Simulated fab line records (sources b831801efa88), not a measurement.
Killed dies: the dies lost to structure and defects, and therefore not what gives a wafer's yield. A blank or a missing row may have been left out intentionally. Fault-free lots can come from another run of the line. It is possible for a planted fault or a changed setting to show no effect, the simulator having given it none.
Matching of chambers / flow sky130 / SKY_FIELD_ISO_ETCH_15 on rieDiel-03: 4 sister chambers
The step etches the open film in CHF3/O2, stops on Si, target depth 180 nm, time 72 s. 4 wafers are shown with their chamber, then 8 later ones without.

## EACH WAFER AND ITS CHAMBER
wafer=L088.2; chamber=3; drypumpMotorCurrentA (A)=6.2
wafer=L092.2; chamber=1; drypumpMotorCurrentA (A)=5.7
wafer=L092.3; chamber=2; drypumpMotorCurrentA (A)=6.2
wafer=L093.4; chamber=0; drypumpMotorCurrentA (A)=5.3

## WAFERS MISSING THEIR CHAMBER
wafer=L093.5; drypumpMotorCurrentA (A)=5.7
wafer=L093.6; drypumpMotorCurrentA (A)=6.2
wafer=L094.2; drypumpMotorCurrentA (A)=6.2
wafer=L094.3; drypumpMotorCurrentA (A)=5.2
wafer=L094.6; drypumpMotorCurrentA (A)=5.3
wafer=L095.1; drypumpMotorCurrentA (A)=5.7
wafer=L095.5; drypumpMotorCurrentA (A)=6.2
wafer=L095.6; drypumpMotorCurrentA (A)=6.2

## WHICH CHAMBER EACH ONE RAN IN
wafer=L093.5; from the rows above=1; in truth=1
wafer=L093.6; from the rows above=can't be placed: 2 or 3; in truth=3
wafer=L094.2; from the rows above=can't be placed: 2 or 3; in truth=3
wafer=L094.3; from the rows above=0; in truth=0
wafer=L094.6; from the rows above=0; in truth=0
wafer=L095.1; from the rows above=1; in truth=1
wafer=L095.5; from the rows above=can't be placed: 2 or 3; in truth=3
wafer=L095.6; from the rows above=can't be placed: 2 or 3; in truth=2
4 of 8 placed correctly. Not placeable from these rows: 4 (in 4, the candidates include the true chamber). Wrongly placed: 0.
How it was worked out, from the rows above alone: a wafer's distance from a chamber is the root of the sum, over the readings, of the square of ((its reading less the chamber's mean) divided by the reading's scatter). If the next closest chamber is less than 2 further off than the closest, the wafer can't be placed; otherwise it belongs to the closest. The mean given for a chamber averages the wafers shown for that chamber. The scatter: root of mean squared gap, hidden wafer to nearest shown wafer, with one shown wafer a chamber.
